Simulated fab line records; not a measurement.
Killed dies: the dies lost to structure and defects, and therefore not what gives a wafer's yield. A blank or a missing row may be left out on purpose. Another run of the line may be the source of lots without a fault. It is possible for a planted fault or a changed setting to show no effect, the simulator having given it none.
fab line records -- flow sky130 -- part 2 of 2: steps 28 to 39 of 39
[record] lots = 5, wafers = 15, last-day = 50
route steps=708 shown LI_CONTACT@381 LOCAL_INTERCONNECT@387 CONTACT@406
lots untouched by any fault: they come from a run of this same line in which no faults occurred
start-h: hours from the record's first day to the start of the lot's first wafer shown -- wait-h: hours elapsed since this lot's preceding step -- " as in the row above -- L1.1+2: several wafers, shown together as one row -- - either no value or no given start -- * or withheld: withheld -- < > ~ a bound
route shown NAME@n: a module of which the file shows steps, and the number in the route of the first -- usual: mean and standard deviation over wafers with no fault -- same: alike in all rows -- chamber/n: place in a boat -- sites: the reading at each site -- _std_site: standard deviation across them -- _edge_site: mean of outer sites minus mean of inner sites -- radius-mm: how far each site lies from the wafer's centre -- mask NAME#n: copy n -- behind: the last tool/chamber to shape the wafer -- hold: the reason the lot was held/the length of the hold in hours/how it ended -- device: whichever transistor did not switch (one of n, p or np) -- end of line: at the end of the route, the tests of the same wafers -- for a step that has no rows: nothing shown but its recipe -- killed: count of dies lost to structure and defects at first sort (not the wafer's yield) -- map: shows each die of a wafer: x if killed, . if not, _ if none is there
set.NAME: the run value of the setting; set.NAME@STEP: its run value at that earlier step -- model.NAME: the simulator's own value behind a step, which no gauge read
lots at selected steps of the route; one table per step, one row per wafer
services: from which hour (start-h, from the record's first day; less than 0 if before it) a tool's chamber was out of use, for how many hours, and why
[[steps]]
[step SKY_CONTACT_HDPCVD_02]
[recipe] material = SiO2, target-thk-nm = 565, sigma-open-frac = 0.3, time-s = 94.2, temp-c = 600, sih4-flow-sccm = 60, pressure-mtorr = 6
[usual] pressure-mtorr = 6.000/0.011
[same] time-s = 94.2
lot.wafer,tool,chamber,start-h,wait-h,pressure-mtorr
L077.1,hdpcvd-01,2,728.07,0.1,5.994
L077.2,hdpcvd-01,0,728.07,0.1,5.999
L077.3,hdpcvd-01,2,728.07,0.1,6.002
L076.1,hdpcvd-02,1,729.22,0.1,5.986
L076.3,hdpcvd-02,2,729.22,0.1,6.004
L076.5,hdpcvd-02,0,729.22,0.1,6.006
L084.1,hdpcvd-01,2,787.38,0.1,5.985
L084.2,hdpcvd-01,0,787.38,0.1,6.004
L084.5,hdpcvd-01,2,787.38,0.1,5.979
L086.1,hdpcvd-01,1,799.47,0.1,5.978
L086.3,hdpcvd-01,2,799.47,0.1,5.998
L086.4,hdpcvd-01,1,799.47,0.1,5.979
L097.2,hdpcvd-02,0,877.43,0.0,5.996
L097.3,hdpcvd-02,2,877.43,0.0,5.998
L097.6,hdpcvd-02,1,877.43,0.0,5.998
[step SKY_CONTACT_THK_MEAS_03]
[recipe] reads = SiO2_of_CONTACT_HDPCVD_02
[usual] CONTACT_HDPCVD_THK = 566/6.7
lot.wafer,tool,chamber,start-h,wait-h,CONTACT_HDPCVD_THK[nm]
L077.1,film-metro-02,-,728.17,0.1,550
L077.2,film-metro-02,-,728.17,0.1,559
L077.3,film-metro-02,-,728.17,0.1,557
L076.1,film-metro-01,-,729.29,0.0,563
L076.3,film-metro-01,-,729.29,0.0,558
L076.5,film-metro-01,-,729.29,0.0,554
L084.1,film-metro-02,-,787.45,0.0,555
L084.2,film-metro-02,-,787.45,0.0,562
L084.5,film-metro-02,-,787.45,0.0,563
L086.1,film-metro-02,-,799.54,0.0,569
L086.3,film-metro-02,-,799.54,0.0,561
L086.4,film-metro-02,-,799.54,0.0,568
L097.2,film-metro-02,-,877.51,0.0,570
L097.3,film-metro-02,-,877.51,0.0,566
L097.6,film-metro-02,-,877.51,0.0,570
[step SKY_CONTACT_CMP_04]
[recipe] material = SiO2, down-force-psi = 4, platen-rpm = 60, pad-velocity-m-s = 0.94248
[usual] motor-current-A = 12.1/1.5, slurry-flow-ml-min = 150.0/0.47, time-to-endpoint-s = 85/4.8
lot.wafer,tool,chamber,start-h,wait-h,motor-current-A,slurry-flow-ml-min,time-to-endpoint-s
L077.1,cmp-02,3,728.23,0.1,10.7,150.2,85
L077.2,cmp-02,0,728.23,0.1,16.0,149.4,82
L077.3,cmp-02,2,728.23,0.1,10.7,149.9,82
L076.1,cmp-02,2,729.35,0.1,11.5,150.1,80
L076.3,cmp-02,0,729.35,0.1,16.0,150.0,80
L076.5,cmp-02,3,729.35,0.1,10.7,150.3,82
L084.1,cmp-02,3,787.51,0.1,11.2,150.3,88
L084.2,cmp-02,0,787.51,0.1,17.2,149.6,83
L084.5,cmp-02,0,787.51,0.1,16.7,149.3,82
L086.1,cmp-01,2,799.60,0.1,10.2,150.3,86
L086.4,cmp-01,3,799.60,0.1,11.6,149.9,84
L086.3,cmp-01,1,799.60,0.1,11.7,150.6,75
L097.3,cmp-01,1,877.56,0.0,12.2,149.7,79
L097.2,cmp-01,3,877.56,0.0,11.6,150.1,90
L097.6,cmp-01,2,877.56,0.0,10.9,149.9,89
[step SKY_CONTACT_BOW_MEAS_05]
[recipe] mode = bow
[usual] CONTACT_BOW = 82/7.2
lot.wafer,tool,chamber,start-h,wait-h,CONTACT_BOW[um]
L077.1,film-metro-01,-,728.53,0.2,80
L077.2,film-metro-01,-,728.53,0.2,80
L077.3,film-metro-01,-,728.53,0.2,89
L076.1,film-metro-03,-,729.66,0.3,74
L076.3,film-metro-03,-,729.66,0.3,79
L076.5,film-metro-03,-,729.66,0.3,77
L084.1,film-metro-03,-,787.81,0.2,78
L084.2,film-metro-03,-,787.81,0.2,87
L084.5,film-metro-03,-,787.81,0.2,84
L086.1,film-metro-03,-,799.90,0.2,81
L086.3,film-metro-03,-,799.90,0.2,85
L086.4,film-metro-03,-,799.90,0.2,77
L097.2,film-metro-03,-,877.88,0.2,81
L097.3,film-metro-03,-,877.88,0.2,86
L097.6,film-metro-03,-,877.88,0.2,83
[step SKY_CONTACT_DEHYDRATE_06]
[recipe] temp-c = 200, time-s = 60
[usual] heater-power-total-W = 160.37/0.13
[same] time-s = 60
lot.wafer,tool,chamber,start-h,wait-h,heater-power-total-W
L077.1,litho-track-02,0,742.21,13.7,160.23
L077.2,litho-track-02,0,742.21,13.7,160.56
L077.3,litho-track-02,0,742.21,13.7,160.40
L076.1,litho-track-02,0,743.01,13.3,160.43
L076.3,litho-track-02,0,743.01,13.3,160.36
L076.5,litho-track-02,0,743.01,13.3,160.38
L084.1,litho-track-03,0,800.32,12.5,160.36
L084.2,litho-track-03,0,800.32,12.5,160.33
L084.5,litho-track-03,0,800.32,12.5,160.26
L086.1,litho-track-03,0,813.27,13.4,160.30
L086.3,litho-track-03,0,813.27,13.4,160.60
L086.4,litho-track-03,0,813.27,13.4,160.19
L097.2,litho-track-03,0,890.15,12.2,160.26
L097.3,litho-track-03,0,890.15,12.2,160.47
L097.6,litho-track-03,0,890.15,12.2,160.49
[step SKY_CONTACT_HMDS_07]
[recipe] prime-time-s = 60, prime-temp-c = 120
lot.wafer,tool,chamber,start-h,wait-h
L077.1+2+3,litho-track-02,0,742.36,0.1
L076.1+3+5,litho-track-02,0,743.16,0.1
L084.1+2+5,litho-track-03,0,800.47,0.1
L086.1+3+4,litho-track-03,0,813.42,0.1
L097.2+3+6,litho-track-03,0,890.30,0.1
[step SKY_CONTACT_COAT_08]
[recipe] resist = BARC, temp-c = withheld, time-s = withheld, spin-rpm = 3000, resist-thk-nm = 60
lot.wafer,tool,chamber,start-h,wait-h
L077.1+2+3,litho-track-02,0,742.51,0.1
L076.1+3+5,litho-track-02,0,743.31,0.1
L084.1+2+5,litho-track-03,0,800.62,0.1
L086.1+3+4,litho-track-03,0,813.57,0.1
L097.2+3+6,litho-track-03,0,890.45,0.1
[step SKY_CONTACT_COAT_09]
[recipe] resist = KrF-thick, spin-rpm = 3000, resist-thk-nm = 450
lot.wafer,tool,chamber,start-h,wait-h
L077.1+2+3,litho-track-02,0,-,-
L076.1+3+5,litho-track-02,0,-,-
L084.1+2+5,litho-track-03,0,-,-
L086.1+3+4,litho-track-03,0,-,-
L097.2+3+6,litho-track-03,0,-,-
[step SKY_CONTACT_SOFTBAKE_10]
[recipe] temp-c = 99.67, time-s = 90, resist = KrF-thick
[usual] heater-power-total-W = 57.09/0.12
[same] time-s = 90
lot.wafer,tool,chamber,start-h,wait-h,heater-power-total-W
L077.1,litho-track-02,0,-,-,57.18
L077.2,litho-track-02,0,-,-,57.34
L077.3,litho-track-02,0,-,-,56.93
L076.1,litho-track-02,0,-,-,56.96
L076.3,litho-track-02,0,-,-,57.14
L076.5,litho-track-02,0,-,-,57.11
L084.1,litho-track-03,0,-,-,57.24
L084.2,litho-track-03,0,-,-,57.03
L084.5,litho-track-03,0,-,-,57.18
L086.1,litho-track-03,0,-,-,57.04
L086.3,litho-track-03,0,-,-,57.01
L086.4,litho-track-03,0,-,-,57.13
L097.2,litho-track-03,0,-,-,57.28
L097.3,litho-track-03,0,-,-,56.99
L097.6,litho-track-03,0,-,-,57.12
[step SKY_CONTACT_EXPOSE_11]
[recipe] mask-id = CTM1, na = 0.8, source-shape = annular, sigma-inner = 0.55, sigma-outer = 0.85, target-cd-nm = 170, dose-mj = 38
lot.wafer,tool,chamber,start-h,wait-h,mask
L077.1+2+3,krf-scanner-01,0,-,-,CTM1#0
L076.1+3+5,krf-scanner-02,0,-,-,CTM1#0
L084.1+2+5,krf-scanner-01,0,-,-,CTM1#0
L086.1+3+4,krf-scanner-01,0,-,-,CTM1#0
L097.2+3+6,krf-scanner-01,0,-,-,CTM1#0
[step SKY_CONTACT_PEB_12]
[recipe] peb-temp-c = withheld, peb-time-s = withheld, resist = KrF-thick
lot.wafer,tool,chamber,start-h,wait-h
L077.1+2+3,litho-track-01,0,-,-
L076.1+3+5,litho-track-03,0,-,-
L084.1+2+5,litho-track-01,0,-,-
L086.1+3+4,litho-track-02,0,-,-
L097.2+3+6,litho-track-01,0,-,-
[step SKY_CONTACT_DEVELOP_13]
[recipe] develop-time-s = 60, resist = KrF-thick, dev-temp-c = 21
lot.wafer,tool,chamber,start-h,wait-h
L077.1+2+3,litho-track-01,0,-,-
L076.1+3+5,litho-track-03,0,-,-
L084.1+2+5,litho-track-01,0,-,-
L086.1+3+4,litho-track-02,0,-,-
L097.2+3+6,litho-track-01,0,-,-
[[services]]
tool,chamber,start-h,hours,kind
cmp-02,-,675.24,0.9,repair
cmp-02,-,678.34,4.2,pm
krf-scanner-01,-,686.62,0.6,repair
cmp-02,-,696.18,4.3,repair
cmp-02,-,716.21,0.9,repair
cmp-01,-,744.06,4.0,pm
cmp-01,-,763.54,4.0,pm
pvd-sputter-02,-,768.92,1.3,repair
krf-scanner-01,-,784.36,0.4,repair
pvd-sputter-02,-,784.41,3.3,repair
pvd-sputter-02,-,798.60,5.5,repair
cmp-02,-,801.90,0.3,repair
krf-scanner-01,-,805.81,1.0,pm
krf-scanner-01,-,812.76,0.8,pm
krf-scanner-01,-,814.64,1.0,repair
krf-scanner-01,-,814.64,5.4,repair
krf-scanner-01,-,820.03,1.3,pm
rie-metal-04,1,824.95,24.5,repair
cmp-01,-,839.18,0.9,repair
cmp-01,-,850.44,7.2,pm
pvd-sputter-02,-,853.56,1.4,repair
krf-scanner-01,-,862.43,0.3,repair
rie-metal-04,1,868.52,7.3,repair
cmp-02,-,869.08,0.5,repair
